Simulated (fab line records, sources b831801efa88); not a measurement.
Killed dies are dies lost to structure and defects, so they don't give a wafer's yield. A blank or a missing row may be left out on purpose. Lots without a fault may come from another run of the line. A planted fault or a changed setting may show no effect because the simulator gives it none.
Which tool did it? | flow gf180mcu | 7 lots, 21 wafers sampled, at 4 steps of a route of 602

WHAT THE GAUGES READ, wafer by wafer
GF_M2_THK_MEAS_06: measures by xrf.
lot  | measured     | on            | M2_ALCU_THK (nm)
L494 | day 18 19:04 | film_metro-01 | 456 455 451
L498 | day 20 12:13 | film_metro-03 | 452 446 452
L504 | day 22 21:20 | film_metro-02 | 452 452 450
L510 | day 24 12:50 | film_metro-01 | 455 450 456
L512 | day 25 08:23 | film_metro-02 | 449 450 447
L514 | day 25 16:53 | film_metro-03 | 452 453 450
L516 | day 26 08:02 | film_metro-02 | 450 455 444

WHICH TOOL RAN EACH LOT (tool, then ch and the chambers of the sampled wafers, then the start)
lot  | GF_MVPSD_STRIP_10                    | GF_CONTACT_ETCH_17                            | GF_M1_SPUTTER_00
L494 | plasma_asher-02 ch 0,1, day 5 08:51  | rie_diel-03 ch 0,3, day 16 17:04 or earlier   | pvd_sputter-02, day 16 17:04
L498 | plasma_asher-01 ch 0,1, day 6 10:46  | rie_diel-02 ch 0,3, day 18 07:37 or earlier   | pvd_sputter-02, day 18 07:37
L504 | plasma_asher-04 ch 0, day 7 17:31    | rie_diel-04 ch 1,2, day 20 07:14 or earlier   | pvd_sputter-04, day 20 07:14
L510 | plasma_asher-02 ch 0,1, day 9 06:55  | rie_diel-03 ch 0,1,2, day 22 11:49 or earlier | pvd_sputter-04, day 22 11:49
L512 | plasma_asher-01 ch 0,1, day 9 23:39  | rie_diel-02 ch 0,1,2, day 23 07:55 or earlier | pvd_sputter-03, day 23 07:55
L514 | plasma_asher-01 ch 0,1, day 10 06:17 | rie_diel-03 ch 1,2,3, day 23 17:10 or earlier | pvd_sputter-04, day 23 17:10
L516 | plasma_asher-02 ch 0,1, day 10 20:25 | rie_diel-04 ch 1,2, day 24 09:40 or earlier   | pvd_sputter-02, day 24 09:40
- GF_MVPSD_STRIP_10: strips in O2/N2.
- GF_CONTACT_ETCH_17: etches SiO2 in C4F8/O2/Ar, stops on CoSi2, target depth 860 nm.
- GF_M1_SPUTTER_00: material Ti, target thk 37.5 nm, time 150 s.

THE ANSWER, worked out from the rows above alone
Rule: what is usual is taken from the lots themselves. Put in order of their means at a reading, lots are off if they are a third of the lots or fewer, leave a main group of 4 or more, and stand apart from it by a gap of 3 or more times the standard deviation of the main group's means; of several such gaps the widest counts. A main group whose means are all the same, to the digits that the tables above print for the reading, isn't used. A lot without any number at a reading at which 4 lots or more have one is off too. The other lots that the step has rows for count as sound.
No lot is off at any reading shown: from this, nothing can be told.

WHAT THE SIMULATOR HAD PUT IN
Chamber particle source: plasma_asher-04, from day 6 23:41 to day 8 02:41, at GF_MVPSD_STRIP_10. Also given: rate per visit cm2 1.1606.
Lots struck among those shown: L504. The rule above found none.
